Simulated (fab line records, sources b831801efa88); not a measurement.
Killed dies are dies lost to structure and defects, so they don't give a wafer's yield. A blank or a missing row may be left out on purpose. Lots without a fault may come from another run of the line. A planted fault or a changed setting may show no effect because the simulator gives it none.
Which tool did it? | flow sky130 | 13 lots, 39 wafers sampled, at 3 steps of a route of 708

WHAT THE GAUGES READ, wafer by wafer
The record holds no reading of a measuring or inspecting step that can be judged against a usual standard deviation.

WHICH TOOL RAN EACH LOT (tool, then ch and the chambers of the sampled wafers, then the start)
lot  | SKY_FIELD_ISO_STRIP_16              | SKY_METAL5_SPUTTER_03        | SKY_PAD_OPEN_PROBE_99
L416 | plasma_asher-01 ch 0,1, day 2 05:54 | pvd_sputter-02, day 42 11:57 | prober-01, day 45 11:07
L417 | plasma_asher-01 ch 0,1, day 2 12:13 | pvd_sputter-01, day 42 19:56 | prober-02, day 45 16:28
L420 | plasma_asher-02 ch 0,1, day 3 02:22 | pvd_sputter-02, day 43 14:04 | prober-01, day 46 09:37
L422 | plasma_asher-02 ch 0,1, day 3 12:49 | pvd_sputter-01, day 45 10:36 | prober-01, day 48 02:31
L423 | plasma_asher-01 ch 0,1, day 3 16:18 | pvd_sputter-01, day 45 14:07 | prober-02, day 48 05:56
L424 | plasma_asher-02 ch 0,1, day 3 23:22 | pvd_sputter-04, day 45 16:38 | prober-02, day 48 08:12
L426 | plasma_asher-01 ch 0,1, day 4 10:00 | pvd_sputter-02, day 45 15:38 | prober-01, day 48 06:25
L430 | plasma_asher-02 ch 1, day 5 04:13   | pvd_sputter-02, day 46 05:02 | prober-02, day 48 18:59
L432 | plasma_asher-01 ch 0,1, day 5 18:37 | pvd_sputter-01, day 46 22:28 | prober-01, day 49 09:31
L433 | plasma_asher-01 ch 0,1, day 5 21:36 | pvd_sputter-04, day 48 12:10 | prober-01, day 50 18:18
L434 | plasma_asher-01 ch 0,1, day 6 03:40 | pvd_sputter-04, day 48 08:50 | prober-02, day 50 15:05
L435 | plasma_asher-01 ch 0,1, day 6 07:07 | pvd_sputter-01, day 48 15:02 | prober-01, day 50 22:20
L437 | plasma_asher-02 ch 0,1, day 6 18:32 | pvd_sputter-01, day 48 14:10 | prober-01, day 50 20:56
- SKY_FIELD_ISO_STRIP_16: strips in O2/N2.
- SKY_METAL5_SPUTTER_03: material Ti, target thk 5 nm, time 3.3 s.
- SKY_PAD_OPEN_PROBE_99

WHAT THE TOOLS THEMSELVES READ (means of the sampled wafers that have a number; where no wafer has one, the mark that the record gives instead)
SKY_FIELD_ISO_STRIP_16.
lot  | tool            | drypump_motor_current_A (A) | oes_product_au (a.u.) | strip_time_to_endpoint_s (s)
L416 | plasma_asher-01 | 5.4                         | 0.376                 | 3.59
L417 | plasma_asher-01 | 5.4                         | 0.376                 | 3.65
L420 | plasma_asher-02 | 5.3                         | 0.385                 | 3.66
L422 | plasma_asher-02 | 5.3                         | 0.380                 | 3.63
L423 | plasma_asher-01 | 5.4                         | 0.376                 | 3.66
L424 | plasma_asher-02 | 5.3                         | 0.371                 | 3.63
L426 | plasma_asher-01 | 5.1                         | 0.376                 | 3.67
L430 | plasma_asher-02 | 5.2                         | 0.381                 | 3.65
L432 | plasma_asher-01 | 5.4                         | 0.371                 | 3.60
L433 | plasma_asher-01 | 5.4                         | 0.383                 | 3.68
L434 | plasma_asher-01 | 5.1                         | 0.374                 | 3.65
L435 | plasma_asher-01 | 5.3                         | 0.375                 | 3.66
L437 | plasma_asher-02 | 5.3                         | 0.382                 | 3.69

SKY_METAL5_SPUTTER_03.
lot  | tool           | cathode_dc_power_W (W) | throttle_valve_pct (%)
L416 | pvd_sputter-02 | 2999.8                 | 30.6
L417 | pvd_sputter-01 | 3000.0                 | 29.1
L420 | pvd_sputter-02 | 2999.8                 | 31.2
L422 | pvd_sputter-01 | 2999.7                 | 30.0
L423 | pvd_sputter-01 | 2999.9                 | 29.6
L424 | pvd_sputter-04 | 3000.1                 | 29.4
L426 | pvd_sputter-02 | 2999.9                 | 30.6
L430 | pvd_sputter-02 | 2960.0                 | 31.3
L432 | pvd_sputter-01 | 3000.1                 | 29.6
L433 | pvd_sputter-04 | 3000.2                 | 28.7
L434 | pvd_sputter-04 | 3000.0                 | 29.4
L435 | pvd_sputter-01 | 2999.5                 | 30.1
L437 | pvd_sputter-01 | 3000.7                 | 30.0

SKY_PAD_OPEN_PROBE_99.
lot  | tool      | defect_limited_yield (%) | killed_at_M0_to_M3 | killed_at_M4_up | killed_at_contacts | killed_at_front_end | killed_at_other | killed_dies | killed_open | killed_short | sort_bin_3_pad_short (%) | sort_bin_5_function (%) | sort_bin_6_memory (%) | sort_n_pass | sort_yield_pct (%)
L416 | prober-01 | 83.9                     | 40                 | 2.0             | 22                 | 15                  | 0.3             | 79          | 43          | 37           | 0.7                      | 8.8                     | 6.6                   | 413         | 83.9
L417 | prober-02 | 82.4                     | 44                 | 2.0             | 24                 | 16                  | 0.0             | 86          | 48          | 38           | 0.8                      | 11.3                    | 5.5                   | 406         | 82.4
L420 | prober-01 | 83.6                     | 39                 | 4.0             | 23                 | 15                  | 0.3             | 81          | 43          | 38           | 0.8                      | 9.9                     | 5.8                   | 411         | 83.6
L422 | prober-01 | 81.4                     | 43                 | 6.7             | 26                 | 15                  | 0.3             | 91          | 46          | 45           | 1.1                      | 11.1                    | 6.3                   | 401         | 81.4
L423 | prober-02 | 82.5                     | 38                 | 2.7             | 24                 | 21                  | 0.3             | 86          | 48          | 38           | 0.7                      | 10.2                    | 6.6                   | 406         | 82.5
L424 | prober-02 | 83.7                     | 37                 | 4.3             | 23                 | 16                  | 0.3             | 80          | 43          | 37           | 0.9                      | 9.3                     | 6.1                   | 412         | 83.7
L426 | prober-01 | 84.0                     | 39                 | 3.7             | 21                 | 15                  | 0.0             | 79          | 43          | 36           | 1.1                      | 10.0                    | 4.9                   | 413         | 84.0
L430 | prober-02 | 83.2                     | 47                 | 2.7             | 24                 | 9                   | 0.3             | 83          | 43          | 40           | 1.0                      | 10.1                    | 5.7                   | 409         | 83.2
L432 | prober-01 | 80.6                     | 48                 | 5.3             | 22                 | 20                  | 0.3             | 95          | 47          | 48           | 1.2                      | 10.9                    | 7.2                   | 397         | 80.6
L433 | prober-01 | 81.8                     | 49                 | 2.0             | 19                 | 19                  | 0.0             | 89          | 48          | 41           | 0.7                      | 10.7                    | 6.8                   | 403         | 81.8
L434 | prober-02 | 83.9                     | 41                 | 3.7             | 21                 | 14                  | 0.0             | 79          | 43          | 36           | 0.5                      | 9.6                     | 6.0                   | 413         | 83.9
L435 | prober-01 | 83.5                     | 43                 | 1.7             | 24                 | 13                  | 0.0             | 81          | 45          | 36           | 0.9                      | 10.5                    | 5.1                   | 411         | 83.5
L437 | prober-01 | 81.8                     | 45                 | 4.7             | 26                 | 14                  | 0.0             | 90          | 49          | 41           | 1.0                      | 10.7                    | 6.6                   | 402         | 81.8

THE ANSWER, worked out from the rows above alone
Rule: what is usual is taken from the lots themselves. Put in order of their means at a reading, lots are off if they are a third of the lots or fewer, leave a main group of 4 or more, and stand apart from it by a gap of 3 or more times the standard deviation of the main group's means; of several such gaps the widest counts. A main group whose means are all the same, to the digits that the tables above print for the reading, isn't used. A lot without any number at a reading at which 4 lots or more have one is off too. The other lots that the step has rows for count as sound. The gauges are gone through in route order, then the tools' own readings, and for those a lot's mean is taken as printed above. The first step at which some lot is off is used, and at that step the reading that is off furthest; a lot without a number counts as furthest.
Off: L430, at SKY_METAL5_SPUTTER_03 (cathode_dc_power_W). The main group: mean 3000.0 W, standard deviation 0.29.
A tool fits if, at that step or a process step before it, it ran every lot that is off, and no sound lot after the first of them. One fits: pvd_sputter-02 at SKY_METAL5_SPUTTER_03. Its last sound lot is L426 (day 45 15:38), its first lot that is off L430 (day 46 05:02): a fault that began between those two fits.
The tool's own readings at SKY_METAL5_SPUTTER_03 bear it out: on the lots that are off they differ by more than 5 times the standard deviation of the sound lots' means. cathode_dc_power_W reads 2960.0 W there against 3000.0 W on the sound lots.

WHAT THE SIMULATOR HAD PUT IN
Process parameter drift: pvd_sputter-02, from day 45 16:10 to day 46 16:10, at SKY_METAL5_SPUTTER_03. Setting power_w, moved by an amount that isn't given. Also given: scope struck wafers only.
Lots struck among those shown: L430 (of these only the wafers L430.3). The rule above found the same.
